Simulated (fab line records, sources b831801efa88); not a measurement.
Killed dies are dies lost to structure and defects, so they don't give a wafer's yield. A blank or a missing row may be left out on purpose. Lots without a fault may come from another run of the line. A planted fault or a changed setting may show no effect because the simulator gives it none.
Which tool did it? | flow gf180mcu | 24 lots, 72 wafers sampled, at 6 steps of a route of 602

WHAT THE GAUGES READ, wafer by wafer
GF_V2_BOW_MEAS_05.
lot  | measured     | on            | V2_BOW (um)
L074 | day 19 07:16 | film_metro-03 | 93 111 106
L075 | day 20 01:02 | film_metro-04 | 104 97 102
L077 | day 20 10:53 | film_metro-04 | 106 97 98
L076 | day 20 13:06 | film_metro-03 | 98 86 94
L078 | day 20 18:30 | film_metro-03 | 102 106 102
L079 | day 21 09:39 | film_metro-02 | 97 101 94
L080 | day 21 12:28 | film_metro-02 | 101 100 104
L081 | day 22 03:37 | film_metro-02 | 99 104 98
L082 | day 22 10:58 | film_metro-04 | 101 98 104
L083 | day 22 19:41 | film_metro-04 | 96 99 94
L084 | day 23 08:28 | film_metro-03 | 115 113 108
L085 | day 23 13:29 | film_metro-04 | 96 92 103
L086 | day 23 17:40 | film_metro-02 | 91 109 109
L087 | day 24 07:00 | film_metro-03 | 89 95 107
L088 | day 24 15:53 | film_metro-02 | 90 97 101
L089 | day 24 16:30 | film_metro-03 | 106 93 115
L090 | day 24 21:58 | film_metro-02 | 107 104 94
L091 | day 25 15:46 | film_metro-03 | 102 99 99
L092 | day 25 17:47 | film_metro-02 | 104 108 101
L093 | day 25 20:31 | film_metro-04 | 110 96 97
L094 | day 26 03:23 | film_metro-03 | 99 106 90
L095 | day 27 06:44 | film_metro-04 | 101 102 92
L096 | day 27 08:17 | film_metro-04 | 104 86 88
L097 | day 27 10:55 | film_metro-02 | 107 101 102

GF_V4_CD_MEAS_14: target cd 260 nm.
lot  | measured     | on        | cd_nm (nm)
L074 | day 24 11:20 | cd_sem-02 | 258.3 258.2 259.2
L075 | day 25 01:32 | cd_sem-02 | 258.5 258.6 258.4
L077 | day 25 12:21 | cd_sem-01 | 259.4 259.6 260.2
L076 | day 25 14:59 | cd_sem-01 | 259.3 259.6 259.4
L078 | day 25 19:55 | cd_sem-01 | 257.5 257.7 258.0
L079 | day 26 09:45 | cd_sem-02 | 260.2 261.0 259.8
L080 | day 26 11:44 | cd_sem-01 | 258.9 257.8 257.7
L081 | day 26 23:16 | cd_sem-01 | 261.0 259.5 260.9
L082 | day 27 07:56 | cd_sem-02 | 260.5 260.8 261.4
L083 | day 27 14:41 | cd_sem-01 | 259.9 260.7 259.3
L084 | day 28 01:53 | cd_sem-02 | 259.8 259.2 260.5
L085 | day 28 06:29 | cd_sem-01 | 260.7 261.7 262.7
L086 | day 28 09:57 | cd_sem-01 | 261.7 261.2 260.3
L087 | day 28 21:11 | cd_sem-02 | 259.1 258.7 259.1
L088 | day 29 06:10 | cd_sem-02 | 261.8 261.4 262.4
L089 | day 29 07:05 | cd_sem-02 | 258.9 259.5 259.6
L090 | day 29 11:34 | cd_sem-01 | 261.0 259.8 260.6
L091 | day 30 03:31 | cd_sem-02 | 259.3 258.4 259.0
L092 | day 30 04:07 | cd_sem-01 | 260.3 261.5 260.4
L093 | day 30 06:52 | cd_sem-02 | 260.0 260.1 259.8
L094 | day 30 12:38 | cd_sem-02 | 260.2 260.8 260.0
L095 | day 31 12:24 | cd_sem-01 | 259.9 258.1 261.1
L096 | day 31 13:21 | cd_sem-01 | 260.9 261.4 260.4
L097 | day 31 15:54 | cd_sem-02 | 261.0 260.2 260.5

GF_M5_CD_MEAS_07: target cd 280 nm.
lot  | measured     | on        | cd_nm (nm)
L074 | day 26 08:59 | cd_sem-02 | 280.5 280.1 280.0
L075 | day 26 22:23 | cd_sem-01 | 280.6 279.9 280.0
L077 | day 27 09:00 | cd_sem-01 | 279.1 279.4 280.0
L076 | day 27 10:41 | cd_sem-02 | 279.3 278.9 280.2
L078 | day 27 16:53 | cd_sem-02 | 280.4 280.2 280.5
L079 | day 28 04:20 | cd_sem-02 | 280.5 281.2 279.8
L080 | day 28 06:51 | cd_sem-02 | 280.3 281.3 280.1
L081 | day 28 18:05 | cd_sem-01 | 280.5 280.4 280.4
L082 | day 29 01:24 | cd_sem-02 | 281.7 281.1 281.3
L083 | day 29 08:21 | cd_sem-02 | 277.7 278.1 278.7
L084 | day 29 17:59 | cd_sem-02 | 279.2 280.6 279.5
L085 | day 29 22:29 | cd_sem-01 | 280.7 279.9 281.5
L086 | day 30 02:40 | cd_sem-01 | 281.2 281.6 280.9
L087 | day 30 12:59 | cd_sem-01 | 280.0 280.2 279.1
L088 | day 30 21:40 | cd_sem-01 | 280.0 281.0 278.5
L089 | day 30 22:34 | cd_sem-02 | 279.0 278.6 277.6
L090 | day 31 03:20 | cd_sem-02 | 280.6 280.4 279.2
L091 | day 31 17:22 | cd_sem-01 | 281.2 280.9 280.6
L092 | day 31 17:52 | cd_sem-01 | 279.5 279.9 279.6
L093 | day 31 21:07 | cd_sem-02 | 279.6 279.9 279.6
L094 | day 32 01:28 | cd_sem-02 | 281.8 281.3 279.5
L095 | day 32 23:12 | cd_sem-01 | 280.2 280.2 280.3
L096 | day 33 00:22 | cd_sem-02 | 280.6 279.9 279.3
L097 | day 33 02:01 | cd_sem-01 | 279.7 280.1 279.6

WHICH TOOL RAN EACH LOT (tool, then ch and the chambers of the sampled wafers, then the start)
lot  | GF_M3_SPUTTER_04             | GF_V3_CMP_26                  | GF_M4_SPUTTER_01
L074 | pvd_sputter-04, day 20 09:18 | cmp-01 ch 0,1,2, day 22 12:11 | pvd_sputter-01, day 22 12:29
L075 | pvd_sputter-04, day 21 02:14 | cmp-01 ch 0,2,3, day 23 03:32 | pvd_sputter-02, day 23 03:56
L077 | pvd_sputter-02, day 21 12:34 | cmp-02 ch 0,2, day 23 13:58   | pvd_sputter-02, day 23 14:22
L076 | pvd_sputter-04, day 21 14:55 | cmp-02 ch 1,2,3, day 23 16:36 | pvd_sputter-02, day 23 17:00
L078 | pvd_sputter-04, day 21 20:20 | cmp-01 ch 0,1, day 23 21:37   | pvd_sputter-01, day 23 22:01
L079 | pvd_sputter-02, day 22 11:24 | cmp-01 ch 0,3, day 24 11:55   | pvd_sputter-01, day 24 12:19
L080 | pvd_sputter-02, day 22 14:02 | cmp-02 ch 2,3, day 24 15:11   | pvd_sputter-01, day 24 15:32
L081 | pvd_sputter-01, day 23 04:58 | cmp-01 ch 0,2,3, day 25 03:59 | pvd_sputter-01, day 25 04:23
L082 | pvd_sputter-02, day 23 11:41 | cmp-02 ch 0,2,3, day 25 11:28 | pvd_sputter-02, day 25 11:52
L083 | pvd_sputter-02, day 23 20:09 | cmp-01 ch 2,3, day 25 18:55   | pvd_sputter-02, day 25 19:19
L084 | pvd_sputter-04, day 24 09:13 | cmp-01 ch 0,1,3, day 26 06:55 | pvd_sputter-02, day 26 07:13
L085 | pvd_sputter-01, day 24 13:41 | cmp-01 ch 1,2, day 26 11:50   | pvd_sputter-02, day 26 12:11
L086 | pvd_sputter-01, day 24 18:15 | cmp-02 ch 0,1,2, day 26 15:29 | pvd_sputter-01, day 26 15:47
L087 | pvd_sputter-04, day 25 06:05 | cmp-02 ch 1,2,3, day 27 02:51 | pvd_sputter-01, day 27 03:12
L088 | pvd_sputter-02, day 25 15:36 | cmp-02 ch 0,3, day 27 12:04   | pvd_sputter-01, day 27 12:29
L089 | pvd_sputter-04, day 25 16:19 | cmp-01 ch 0,3, day 27 12:14   | pvd_sputter-02, day 27 12:38
L090 | pvd_sputter-02, day 25 21:14 | cmp-01 ch 1,2, day 27 18:14   | pvd_sputter-02, day 27 18:35
L091 | pvd_sputter-04, day 26 14:34 | cmp-02 ch 2,3, day 28 11:05   | pvd_sputter-02, day 28 11:26
L092 | pvd_sputter-02, day 26 16:54 | cmp-01 ch 1,2,3, day 28 12:17 | pvd_sputter-02, day 28 12:41
L093 | pvd_sputter-04, day 26 19:09 | cmp-01 ch 0,1,3, day 28 14:32 | pvd_sputter-01, day 28 14:56
L094 | pvd_sputter-02, day 27 01:52 | cmp-01 ch 0,1,3, day 28 20:34 | pvd_sputter-02, day 28 20:58
L095 | pvd_sputter-02, day 28 05:16 | cmp-02 ch 0,1,3, day 29 22:13 | pvd_sputter-02, day 29 22:31
L096 | pvd_sputter-01, day 28 05:55 | cmp-01 ch 1,2,3, day 29 22:31 | pvd_sputter-01, day 29 22:55
L097 | pvd_sputter-02, day 28 09:12 | cmp-02 ch 0,1,3, day 30 01:56 | pvd_sputter-01, day 30 02:20
- GF_M3_SPUTTER_04: material TiN, target thk 50 nm, time 41.7 s.
- GF_V3_CMP_26: polishes, stops on SiO2, t overpolish 15 s, target thk 0 nm.
- GF_M4_SPUTTER_01: material TiN, target thk 30 nm, time 25 s.

WHAT THE TOOLS THEMSELVES READ (means of the sampled wafers that have a number; where no wafer has one, the mark that the record gives instead)
GF_M3_SPUTTER_04.
lot  | tool           | throttle_valve_pct (%)
L074 | pvd_sputter-04 | 30.7
L075 | pvd_sputter-04 | 31.0
L077 | pvd_sputter-02 | 29.7
L076 | pvd_sputter-04 | 30.5
L078 | pvd_sputter-04 | 30.5
L079 | pvd_sputter-02 | 30.9
L080 | pvd_sputter-02 | 28.7
L081 | pvd_sputter-01 | 29.7
L082 | pvd_sputter-02 | 29.7
L083 | pvd_sputter-02 | 30.8
L084 | pvd_sputter-04 | 31.8
L085 | pvd_sputter-01 | 30.0
L086 | pvd_sputter-01 | 30.1
L087 | pvd_sputter-04 | 31.5
L088 | pvd_sputter-02 | 28.8
L089 | pvd_sputter-04 | 30.9
L090 | pvd_sputter-02 | 28.7
L091 | pvd_sputter-04 | 31.8
L092 | pvd_sputter-02 | 29.8
L093 | pvd_sputter-04 | 30.7
L094 | pvd_sputter-02 | 29.8
L095 | pvd_sputter-02 | 30.0
L096 | pvd_sputter-01 | 30.3
L097 | pvd_sputter-02 | 30.8

GF_V3_CMP_26.
lot  | tool   | motor_current_A (A) | overpolish_run_s (s) | time_to_endpoint_s (s)
L074 | cmp-01 | 9.6                 | 14.985               | 86
L075 | cmp-01 | 10.9                | 15.000               | 90
L077 | cmp-02 | 10.8                | 14.996               | 88
L076 | cmp-02 | 11.4                | 14.999               | 85
L078 | cmp-01 | 9.1                 | 14.997               | 87
L079 | cmp-01 | 11.4                | 14.996               | 83
L080 | cmp-02 | 11.1                | 15.006               | 86
L081 | cmp-01 | 10.9                | 15.009               | 85
L082 | cmp-02 | 11.4                | 15.003               | 88
L083 | cmp-01 | 11.5                | 15.001               | 81
L084 | cmp-01 | 10.6                | 14.995               | 88
L085 | cmp-01 | 9.4                 | 14.995               | 87
L086 | cmp-02 | 12.0                | 15.001               | 87
L087 | cmp-02 | 11.7                | 15.008               | 88
L088 | cmp-02 | 11.8                | 14.999               | 84
L089 | cmp-01 | 10.4                | 14.992               | 81
L090 | cmp-01 | 9.8                 | 15.004               | 82
L091 | cmp-02 | 10.9                | 14.998               | 82
L092 | cmp-01 | 10.7                | 15.001               | 82
L093 | cmp-01 | 10.3                | 14.992               | 83
L094 | cmp-01 | 10.3                | 14.998               | 89
L095 | cmp-02 | 11.6                | 14.993               | 86
L096 | cmp-01 | 10.7                | 15.004               | 83
L097 | cmp-02 | 12.2                | 14.997               | 88

GF_M4_SPUTTER_01.
lot  | tool           | throttle_valve_pct (%)
L074 | pvd_sputter-01 | 30.0
L075 | pvd_sputter-02 | 29.7
L077 | pvd_sputter-02 | 29.7
L076 | pvd_sputter-02 | 31.0
L078 | pvd_sputter-01 | 29.8
L079 | pvd_sputter-01 | 30.3
L080 | pvd_sputter-01 | 30.3
L081 | pvd_sputter-01 | 29.6
L082 | pvd_sputter-02 | 29.8
L083 | pvd_sputter-02 | 30.8
L084 | pvd_sputter-02 | 29.7
L085 | pvd_sputter-02 | 30.0
L086 | pvd_sputter-01 | 30.4
L087 | pvd_sputter-01 | 30.1
L088 | pvd_sputter-01 | 30.1
L089 | pvd_sputter-02 | 31.0
L090 | pvd_sputter-02 | 29.7
L091 | pvd_sputter-02 | 29.7
L092 | pvd_sputter-02 | 29.7
L093 | pvd_sputter-01 | 30.7
L094 | pvd_sputter-02 | 29.9
L095 | pvd_sputter-02 | 31.0
L096 | pvd_sputter-01 | 29.9
L097 | pvd_sputter-01 | 30.3

THE ANSWER, worked out from the rows above alone
Rule: what is usual is taken from the lots themselves. Put in order of their means at a reading, lots are off if they are a third of the lots or fewer, leave a main group of 4 or more, and stand apart from it by a gap of 3 or more times the standard deviation of the main group's means; of several such gaps the widest counts. A main group whose means are all the same, to the digits that the tables above print for the reading, isn't used. A lot without any number at a reading at which 4 lots or more have one is off too. The other lots that the step has rows for count as sound. The gauges are gone through in route order, then the tools' own readings, and for those a lot's mean is taken as printed above. The first step at which some lot is off is used, and at that step the reading that is off furthest; a lot without a number counts as furthest.
No lot is off at any reading shown: from this, nothing can be told.

WHAT THE SIMULATOR HAD PUT IN
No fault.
